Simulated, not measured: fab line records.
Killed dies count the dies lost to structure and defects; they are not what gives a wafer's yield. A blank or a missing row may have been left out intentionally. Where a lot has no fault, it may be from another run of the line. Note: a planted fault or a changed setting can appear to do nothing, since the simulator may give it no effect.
Struck lot and sound lot, side by side :: flow sky130 :: 18 out of 708 route steps
Sound: these wafers, L287.2, L287.4, L287.6. Struck: wafer L299.4 (L299.3, L299.5, from the same lot, were not struck and are left out); the cause is given at the end.
At each step with rows: each side's tool, then ch and its chambers, then its first start. Under that, the readings that differ: sound wafers :: struck wafers :: difference of the means :: sigmas: that difference in standard deviations of wafers without a fault.
alike: readings whose means differ by less than 2 such deviations, and words and numbers that are the same on both sides. not compared: withheld readings, readings that some wafer has no value for, bounds like >300 that may hide the same value, and numbers for which the record gives no deviation and whose values overlap.
A row with sigmas, a row that says differs or no value, or rows on one side alone: a step with any of these is where the two part. Numbers that have no deviation but don't overlap get no sigmas and don't part them. A reading missing from all wafers of one side parts the sides only when that side holds two or more wafers.

first, 5 steps without rows for these wafers: SKY_VIA4_COAT_06 (resist thk 1140 nm); SKY_VIA4_SOFTBAKE_07 (time 60 s); SKY_VIA4_EXPOSE_08 (exposes mask VIM4, target cd 800 nm); SKY_VIA4_PEB_09; SKY_VIA4_DEVELOP_10 (develop time 60 s).
SKY_VIA4_OVL_MEAS_11:
  struck on overlay-01, day 48 09:30; sound on overlay-01, day 44 20:05
  alike: VIA4_OVL
SKY_VIA4_ETCH_12: etches SiO2 in C4F8/O2/Ar, stops on TiN, target depth 580 nm.
  sound on rie-diel-02 ch 0,3, day 44 20:07; struck on rie-diel-02 ch 1, day 48 09:31
reading: rf-fwd-power-W (W)
sound: 1504 1493 1497
struck: 1484
difference: -14
sigmas: -3
  alike: oes-product-au
SKY_VIA4_STRIP_13: strips in O2/N2.
  sound on plasma-asher-04 ch 0,1, day 44 20:13; struck on plasma-asher-02 ch 0, day 48 09:38
reading: drypump-motor-current-A (A)
sound: 5.73 6.09 6.11
struck: 5.26
difference: -0.72
sigmas: -3
  alike: oes-product-au, strip-time-to-endpoint-s
  not compared: rf-hours-counter-h
then, 3 steps without rows for these wafers: SKY_VIA4_STRIP_14 (strips in post etch residue remover, time 1200 s); SKY_VIA4_CLEAN_15 (cleans in IPA, time 180 s); SKY_VIA4_CLEAN_16 (cleans in O3/DIW).
SKY_VIA4_SPUTTER_17: material TiN, target thk 20 nm, time 80 s.
  struck on pvd-sputter-03, day 48 10:14; sound on pvd-sputter-03, day 44 20:49
  alike: chamber-pressure-pa, throttle-valve-pct
SKY_VIA4_CVD_18: deposits W, target thk 505 nm, time 152.14 s.
  sound on cvd-w-01 ch 0,1, day 44 20:52; struck on cvd-w-01 ch 1, day 48 10:20
reading: model.W_of_VIA4_CVD_18.thk-nm (nm)
sound: 501.8 506.9 501.5
struck: 644.6
difference: +141.2
sigmas: 
  alike: heater-power-w
SKY_VIA4_RS_MEAS_19: a four-point-probe measurement.
  struck on film-metro-02, day 48 10:54; sound on film-metro-01, day 44 21:02
reading: VIA4_W_RS (ohm/sq)
sound: 0.2283 0.2253 0.2280
struck: 0.1775
difference: -0.0497
sigmas: -24
  not compared: hold
SKY_VIA4_THK_MEAS_20: measures by xrf.
  struck on film-metro-02, day 48 12:40; sound on film-metro-01, day 44 21:09
reading: VIA4_W_THK (nm)
sound: 501 508 503
struck: 639
difference: +135
sigmas: +18
  not compared: hold
SKY_VIA4_CMP_21: polishes, stops on SiO2, t overpolish 25 s, target thk 0 nm.
  sound on cmp-01 ch 1,2,3, day 44 21:12; struck on cmp-01 ch 0, day 48 21:31
reading: hold
sound: - - -
struck: await-dispo/8.2h/release
difference: no value on the sound wafers
sigmas: 

reading: time-to-endpoint-s (s)
sound: 118 118 117
struck: 151
difference: +33
sigmas: +6
  alike: motor-current-A
SKY_METAL5_SPUTTER_00: material Ti, target thk 15 nm, time 10 s.
  struck on pvd-sputter-01, day 48 21:46; sound on pvd-sputter-02, day 44 21:30
  alike: chamber-pressure-pa, throttle-valve-pct
SKY_PAD_OPEN_PROBE_99:
  rows exist in the record for the sound wafers here (prober-01, day 47 15:19), none for the struck ones

WHERE THEY PART
Earliest at SKY_VIA4_ETCH_12; latest, in this record, at SKY_PAD_OPEN_PROBE_99.

WHY: what the simulator had put in
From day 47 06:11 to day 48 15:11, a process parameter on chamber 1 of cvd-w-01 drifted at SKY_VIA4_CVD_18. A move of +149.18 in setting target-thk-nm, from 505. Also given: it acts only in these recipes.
